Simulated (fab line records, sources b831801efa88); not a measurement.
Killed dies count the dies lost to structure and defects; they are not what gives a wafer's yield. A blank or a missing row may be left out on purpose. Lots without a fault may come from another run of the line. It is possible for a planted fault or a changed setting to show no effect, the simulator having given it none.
Lot-split experiment / flow sky130 / route with 708 steps; 5 lots, 23 wafers read

== THE SPLIT ==
At SKY_PASSIVATION_SOFTBAKE_07, the setting tempC was moved away from the recipe's 110 C on 5 of the 23 wafers read, by +3.2% to +3.4%. All remaining wafers had this setting at the recipe value.

== FROM THE SPLIT TO THE READING: what the file shows between them, 3 steps ==
- SKY_PASSIVATION_EXPOSE_08: exposes mask NSM, target cd 3000 nm
- SKY_PASSIVATION_PEB_09
- SKY_PASSIVATION_DEVELOP_10: develop time 60 s

== THE READING ==
coat_of_PASSIVATION_COAT_06.thkNm (the simulator's own value, which no gauge read), in nm, at SKY_PASSIVATION_ETCH_11 (etches the open film in CF4/O2, stops on AlCu, target depth 725 nm, time 161.1 s). There is no usual value for it anywhere in the file. Across the 18 wafers here that went through the recipe, the average is 2518 nm and the standard deviation 7.7 nm.

wafer=L077.2; tool, chamber at the split=lithoTrack-04, 0; tempC as run, C=110; against the recipe=recipe; coat_of_PASSIVATION_COAT_06.thkNm, nm=2532; against lot-mates on the recipe=-
wafer=L077.3; tool, chamber at the split=lithoTrack-04, 0; tempC as run, C=110; against the recipe=recipe; coat_of_PASSIVATION_COAT_06.thkNm, nm=2517; against lot-mates on the recipe=-
wafer=L077.4; tool, chamber at the split=lithoTrack-04, 0; tempC as run, C=110; against the recipe=recipe; coat_of_PASSIVATION_COAT_06.thkNm, nm=2515; against lot-mates on the recipe=-
wafer=L077.5; tool, chamber at the split=lithoTrack-04, 0; tempC as run, C=110; against the recipe=recipe; coat_of_PASSIVATION_COAT_06.thkNm, nm=2525; against lot-mates on the recipe=-
wafer=L077.6; tool, chamber at the split=lithoTrack-04, 0; tempC as run, C=110; against the recipe=recipe; coat_of_PASSIVATION_COAT_06.thkNm, nm=2523; against lot-mates on the recipe=-
wafer=L078.1; tool, chamber at the split=lithoTrack-02, 0; tempC as run, C=113.7; against the recipe=+3.4%; coat_of_PASSIVATION_COAT_06.thkNm, nm=2488; against lot-mates on the recipe=-29
wafer=L078.2; tool, chamber at the split=lithoTrack-02, 0; tempC as run, C=110; against the recipe=recipe; coat_of_PASSIVATION_COAT_06.thkNm, nm=2509; against lot-mates on the recipe=-
wafer=L078.3; tool, chamber at the split=lithoTrack-02, 0; tempC as run, C=113.7; against the recipe=+3.4%; coat_of_PASSIVATION_COAT_06.thkNm, nm=2490; against lot-mates on the recipe=-27
wafer=L078.4; tool, chamber at the split=lithoTrack-02, 0; tempC as run, C=110; against the recipe=recipe; coat_of_PASSIVATION_COAT_06.thkNm, nm=2521; against lot-mates on the recipe=-
wafer=L078.5; tool, chamber at the split=lithoTrack-02, 0; tempC as run, C=110; against the recipe=recipe; coat_of_PASSIVATION_COAT_06.thkNm, nm=2520; against lot-mates on the recipe=-
wafer=L080.1; tool, chamber at the split=lithoTrack-04, 0; tempC as run, C=110; against the recipe=recipe; coat_of_PASSIVATION_COAT_06.thkNm, nm=2529; against lot-mates on the recipe=-
wafer=L080.2; tool, chamber at the split=lithoTrack-04, 0; tempC as run, C=110; against the recipe=recipe; coat_of_PASSIVATION_COAT_06.thkNm, nm=2519; against lot-mates on the recipe=-
wafer=L080.4; tool, chamber at the split=lithoTrack-04, 0; tempC as run, C=110; against the recipe=recipe; coat_of_PASSIVATION_COAT_06.thkNm, nm=2524; against lot-mates on the recipe=-
wafer=L080.5; tool, chamber at the split=lithoTrack-04, 0; tempC as run, C=110; against the recipe=recipe; coat_of_PASSIVATION_COAT_06.thkNm, nm=2524; against lot-mates on the recipe=-
wafer=L080.6; tool, chamber at the split=lithoTrack-04, 0; tempC as run, C=110; against the recipe=recipe; coat_of_PASSIVATION_COAT_06.thkNm, nm=2506; against lot-mates on the recipe=-
wafer=L081.1; tool, chamber at the split=lithoTrack-02, 0; tempC as run, C=113.5; against the recipe=+3.2%; coat_of_PASSIVATION_COAT_06.thkNm, nm=2477; against lot-mates on the recipe=-39
wafer=L081.2; tool, chamber at the split=lithoTrack-02, 0; tempC as run, C=110; against the recipe=recipe; coat_of_PASSIVATION_COAT_06.thkNm, nm=2515; against lot-mates on the recipe=-
wafer=L081.3; tool, chamber at the split=lithoTrack-02, 0; tempC as run, C=110; against the recipe=recipe; coat_of_PASSIVATION_COAT_06.thkNm, nm=2517; against lot-mates on the recipe=-
wafer=L081.5; tool, chamber at the split=lithoTrack-02, 0; tempC as run, C=113.5; against the recipe=+3.2%; coat_of_PASSIVATION_COAT_06.thkNm, nm=2485; against lot-mates on the recipe=-31
wafer=L081.6; tool, chamber at the split=lithoTrack-02, 0; tempC as run, C=113.5; against the recipe=+3.2%; coat_of_PASSIVATION_COAT_06.thkNm, nm=2490; against lot-mates on the recipe=-26
wafer=L082.1; tool, chamber at the split=lithoTrack-02, 0; tempC as run, C=110; against the recipe=recipe; coat_of_PASSIVATION_COAT_06.thkNm, nm=2513; against lot-mates on the recipe=-
wafer=L082.4; tool, chamber at the split=lithoTrack-02, 0; tempC as run, C=110; against the recipe=recipe; coat_of_PASSIVATION_COAT_06.thkNm, nm=2506; against lot-mates on the recipe=-
wafer=L082.5; tool, chamber at the split=lithoTrack-02, 0; tempC as run, C=110; against the recipe=recipe; coat_of_PASSIVATION_COAT_06.thkNm, nm=2505; against lot-mates on the recipe=-

THE FIT
A straight line over all 23 wafers: coat_of_PASSIVATION_COAT_06.thkNm changes by -9.73 nm for each +1% of tempC; r = -0.87; the points scatter about the line by 7.6 nm.
The same after taking each lot's own level away (the mean of its wafers on the recipe; 23 wafers): -9.27 nm for each +1%; r = -0.91; scatter 6 nm.
On that fit, the largest move of tempC shifts the reading by 31 nm.
Across the lots, their own levels run from 2508.0 to 2522.4 nm, a range of 1.9 times the standard deviation given above.
Consequently the slope shifts little with the lot-to-lot level, the two slopes agreeing.
Check: with one of the wafers moved furthest among these (+3.4%) left out of the fit, the line predicts -31.9 nm for it against its lot-mates. Against them it came out at -28.7 nm.

== FURTHER SPLITS ON THESE WAFERS ==
Before the reading, these wafers also passed through other splits. Each is held against what the fit with the lots' levels taken away leaves over:
other split on the same wafers=SKY_CAP2M_METAL_ETCH_13 icpW; wafers away from the commonest value=10; r with coat_of_PASSIVATION_COAT_06.thkNm (lot level and that fit taken away)=+0.12
other split on the same wafers=SKY_VIA4_CMP_02 leaveAboveRefNm; wafers away from the commonest value=10; r with coat_of_PASSIVATION_COAT_06.thkNm (lot level and that fit taken away)=+0.22
other split on the same wafers=SKY_VIA4_SOFTBAKE_07 timeS; wafers away from the commonest value=9; r with coat_of_PASSIVATION_COAT_06.thkNm (lot level and that fit taken away)=+0.02
other split on the same wafers=SKY_VIA4_SPUTTER_17 powerW; wafers away from the commonest value=9; r with coat_of_PASSIVATION_COAT_06.thkNm (lot level and that fit taken away)=+0.20
other split on the same wafers=SKY_METAL5_SPUTTER_04 timeS; wafers away from the commonest value=12; r with coat_of_PASSIVATION_COAT_06.thkNm (lot level and that fit taken away)=-0.31
other split on the same wafers=SKY_METAL5_EXPOSE_11 doseMj; wafers away from the commonest value=9; r with coat_of_PASSIVATION_COAT_06.thkNm (lot level and that fit taken away)=+0.05

== THE WHOLE CHAIN: every reading that the file lists as answering this split, in the file's order ==
step=SKY_PASSIVATION_SOFTBAKE_07; what it does=; reading=coat_of_PASSIVATION_COAT_06.thkNm (the simulator's own value, which no gauge read); change (the file's fit)=-8.48 nm for each +1% of the setting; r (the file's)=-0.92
step=SKY_PASSIVATION_ETCH_11; what it does=etches the open film in CF4/O2, stops on AlCu, target depth 725 nm, time 161.1 s; reading=coat_of_PASSIVATION_COAT_06.thkNm (the simulator's own value, which no gauge read); change (the file's fit)=-9.1 nm for each +1% of the setting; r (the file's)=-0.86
step=SKY_PASSIVATION_STRIP_12; what it does=strips in O2/N2; reading=stripTimeToEndpointS; change (the file's fit)=withheld for each +1% of the setting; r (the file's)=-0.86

== FILE'S OWN FIT ==
coat_of_PASSIVATION_COAT_06.thkNm changes by -9.1 nm for each +1% of tempC, r = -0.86.
